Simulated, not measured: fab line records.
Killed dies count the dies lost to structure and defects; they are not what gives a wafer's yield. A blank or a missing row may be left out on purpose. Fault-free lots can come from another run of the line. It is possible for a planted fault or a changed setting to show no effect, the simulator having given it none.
Comparing a struck lot with a sound one | flow sky130 | 15 steps out of a route of 708
Sound: the wafers L692.3, L692.4, L692.5. Wafers L702.1, L702.2, L702.4 were the ones struck. The cause is given at the end.
Per side, at each step with rows, come the tool, then ch with its chambers, and then its first start. Under that, the readings that differ: sound wafers | struck wafers | difference of the means | sigmas: that difference in standard deviations of wafers without a fault.
alike: readings with means less than 2 such deviations apart, plus words and numbers identical on both sides. not compared: withheld readings, readings lacking a value on some wafer, bounds such as >300 that could conceal the same value, and numbers that have no deviation in the record and whose values overlap.
A row with sigmas, a row that says differs or no value, or rows on one side alone: a step with any of these is where the two part. Numbers that have no deviation but don't overlap get no sigmas and don't part them. A reading missing from all wafers of one side parts the sides only when that side holds two or more wafers.

SKY_VT_ADJUST_HVTP_OVL_MEAS_08:
  sound: overlay-01 at day 6 16:04; struck: overlay-01 at day 9 06:39
  alike: VT_ADJUST_HVTP_OVL
next, for these wafers, 1 step has no rows: SKY_VT_ADJUST_HVTP_IMPLANT_09.
SKY_VT_ADJUST_HVTP_STRIP_10: strips in O2/N2.
  sound on plasma asher-01 ch 0,1, day 6 16:16; struck on plasma asher-02 ch 0,1, day 9 06:50
  alike: drypump motor current A, n2 flow sccm, oes product au, strip time to endpoint s
  not compared: rf hours counter h
SKY_VT_ADJUST_HVTP_TW_MEAS_11:
  sound: film metro-02 at day 6 16:22; struck: film metro-03 at day 9 06:56
  alike: VT_ADJUST_HVTP_TW
then, 7 steps without rows for these wafers: SKY_VT_ADJUST_LVTN_DEHYDRATE_00 (time 60 s); SKY_VT_ADJUST_LVTN_HMDS_01 (prime time 60 s); SKY_VT_ADJUST_LVTN_COAT_02 (resist thk 3000 nm); SKY_VT_ADJUST_LVTN_SOFTBAKE_03; SKY_VT_ADJUST_LVTN_EXPOSE_04 (exposes mask NWM COMPLEMENT LESS NATIVE, target cd 840 nm); SKY_VT_ADJUST_LVTN_PEB_05; SKY_VT_ADJUST_LVTN_DEVELOP_06 (develop time 60 s).
SKY_VT_ADJUST_LVTN_OVL_MEAS_07:
  sound: overlay-02 at day 7 11:25; struck: overlay-01 at day 10 04:58
  alike: VT_ADJUST_LVTN_OVL
SKY_VT_ADJUST_LVTN_IMPLANT_08:
  sound on implanter-03 ch 0, day 7 11:30; struck on implanter-02 ch 0, day 10 05:00
  reading            | sound                            | struck                           | difference  | sigmas
  dose ions cm2      | 1.5712e+12 1.5704e+12 1.5726e+12 | 1.7062e+12 1.7044e+12 1.7074e+12 | +1.3460e+11 | +90
  faraday current uA | 8.51 9.05 9.19                   | 9.47 9.80 9.88                   | +0.80       | +5
  alike: beam energy keV
SKY_VT_ADJUST_LVTN_STRIP_09: strips in O2/N2.
  sound on plasma asher-04 ch 0,1, day 7 11:38; struck on plasma asher-01 ch 0,1, day 10 05:09
  alike: drypump motor current A, n2 flow sccm, oes product au, strip time to endpoint s
  not compared: rf hours counter h
-- here the record skips 39 days between the struck wafers' starts before and after, leaving off in module VT_ADJUST_LVTN and picking up in module PAD_OPEN (first step shown: number 708 of the route) --
SKY_PAD_OPEN_PROBE_99:
  sound: prober-02 at day 46 09:28; struck: prober-02 at day 49 01:55
  alike: killed_at_M0_to_M3, killed_at_M4_up, killed at contacts, killed at front end, killed at other, killed dies, killed open, killed short

WHERE THEY PART
At SKY_VT_ADJUST_LVTN_IMPLANT_08 and nowhere else, as far as this record goes. Later steps at which nothing parts them and some readings are alike: SKY_VT_ADJUST_LVTN_STRIP_09, SKY_PAD_OPEN_PROBE_99.

WHY: the cause the simulator had injected
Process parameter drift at SKY_VT_ADJUST_LVTN_IMPLANT_08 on implanter-02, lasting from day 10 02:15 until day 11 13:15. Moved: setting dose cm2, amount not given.
